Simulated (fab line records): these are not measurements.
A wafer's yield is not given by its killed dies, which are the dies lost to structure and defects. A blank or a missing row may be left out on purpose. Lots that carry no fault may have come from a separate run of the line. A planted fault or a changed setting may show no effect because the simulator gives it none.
A lot that was struck, set against a sound lot -- flow sky130 -- 21 out of 708 route steps
Sound: wafers L572.1, L572.4, L572.5. Struck: wafers L568.2, L568.4, L568.5. The cause is given at the end.
For every step that has rows: the tool of each side, followed by ch and its chambers, followed by its first start. Under that, the readings that differ: sound wafers -- struck wafers -- difference of the means -- sigmas: that difference in standard deviations of wafers without a fault.
alike: readings whose means differ by less than 2 such deviations, and words and numbers that are the same on both sides. not compared: withheld readings, readings that some wafer has no value for, bounds like >300 that may hide the same value, and numbers for which the record gives no deviation and whose values overlap.
A row with sigmas, a row that says differs or no value, or rows on one side alone: a step with any of these is where the two part. When numbers do not overlap yet have no deviation, they are printed without sigmas and do not part them. Lack of a reading on every wafer of one side parts them only where that side has two or more wafers.

first, 5 steps without rows for these wafers: SKY_SD_P_COAT_02 (resist thk 1140 nm); SKY_SD_P_SOFTBAKE_03 (time 60 s); SKY_SD_P_EXPOSE_04 (exposes mask PSDM, target cd 380 nm); SKY_SD_P_PEB_05; SKY_SD_P_DEVELOP_06 (develop time 60 s).
SKY_SD_P_CD_MEAS_07: the cd target is 380 nm.
  struck on cdSem-01, day 30 08:44; sound on cdSem-02, day 31 15:20
  alike: cdNm
SKY_SD_P_OVL_MEAS_08:
  struck on overlay-01, day 30 08:51; sound on overlay-01, day 31 15:28
  alike: SD_P_OVL
next, for these wafers, 1 step has no rows: SKY_SD_P_IMPLANT_09.
SKY_SD_P_STRIP_10: strips in O2/N2.
  sound on plasmaAsher-02 ch 0,1, day 31 15:39; struck on plasmaAsher-01 ch 0,1, day 30 09:02
  alike: drypumpMotorCurrentA, n2FlowSccm, o2FlowSccm, oesProductAu, stripTimeToEndpointS
  not compared: rfHoursCounterH
SKY_SD_P_TW_MEAS_11:
  struck on filmMetro-02, day 30 09:08; sound on filmMetro-02, day 31 15:45
  alike: SD_P_TW
then, 2 steps without rows for these wafers: SKY_RES_XHIGH_DEHYDRATE_00 (time 60 s); SKY_RES_XHIGH_HMDS_01 (prime time 60 s).
SKY_RES_XHIGH_COAT_02: resist thk 1140 nm.
  sound on lithoTrack-02 ch 0, day 32 04:31; struck on lithoTrack-01 ch 0, day 30 22:31
reading,sound,struck,difference,sigmas
dispensePressureKPa (kPa),52 52 52,43 43 43,-9,-2
spinSpeedRpm (rpm),2997.0 2996.6 2996.3,2434.3 2437.0 2432.4,-562.1,-99 or more
model.NOVOLAK_of_RES_XHIGH_COAT_02.thkNm (nm),1133 1130 1137,1260 1260 1260,+127,
  alike: exhaustPa
then, 3 steps without rows for these wafers: SKY_RES_XHIGH_SOFTBAKE_03 (time 60 s); SKY_RES_XHIGH_EXPOSE_04 (exposes mask URPM, target cd 1270 nm); SKY_RES_XHIGH_PEB_05.
SKY_RES_XHIGH_DEVELOP_06: develop time 62.03 s.
  sound on lithoTrack-02 ch 0, day 32 18:22; struck on lithoTrack-01 ch 0, day 31 12:22
reading,sound,struck,difference,sigmas
model.NOVOLAK_of_RES_XHIGH_COAT_02.thkNm (nm),1132 1130 1136,1260 1259 1259,+127,
model.RES_XHIGH.cdNm (nm),1272 1271 1272,1265 1264 1265,-7,
  alike: exhaustPa
next, for these wafers, 1 step has no rows: SKY_RES_XHIGH_IMPLANT_07.
SKY_RES_XHIGH_STRIP_08: strips in O2/N2.
  sound on plasmaAsher-02 ch 0,1, day 32 18:40; struck on plasmaAsher-04 ch 0,1, day 31 12:38
reading,sound,struck,difference,sigmas
stripTimeToEndpointS (s),14.20 14.15 14.24,15.59 15.58 15.60,+1.39,+36
  alike: drypumpMotorCurrentA, n2FlowSccm, o2FlowSccm, oesProductAu
  not compared: rfHoursCounterH
SKY_RES_XHIGH_TW_MEAS_09:
  struck on filmMetro-02, day 31 12:45; sound on filmMetro-02, day 32 18:46
  alike: RES_XHIGH_TW
-- here the record skips 18 days between the struck wafers' starts before and after, leaving off in module RES_XHIGH and picking up in module PAD_OPEN (first step shown: number 708 of the route) --
SKY_PAD_OPEN_PROBE_99:
  struck on prober-01, day 49 04:16; sound on prober-01, day 50 02:00
  alike: killed_at_M0_to_M3, killed_at_M4_up, killedAtContacts, killedAtFrontEnd, killedAtOther, killedDies, killedOpen, killedShort

WHERE THEY PART
Earliest at SKY_RES_XHIGH_COAT_02; latest, in this record, at SKY_RES_XHIGH_STRIP_08. Later steps at which nothing parts them and some readings are alike: SKY_RES_XHIGH_TW_MEAS_09, SKY_PAD_OPEN_PROBE_99.

WHY: the cause the simulator had injected
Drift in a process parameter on lithoTrack-01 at SKY_RES_XHIGH_COAT_02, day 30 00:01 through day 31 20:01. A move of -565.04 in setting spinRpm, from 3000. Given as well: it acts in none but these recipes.
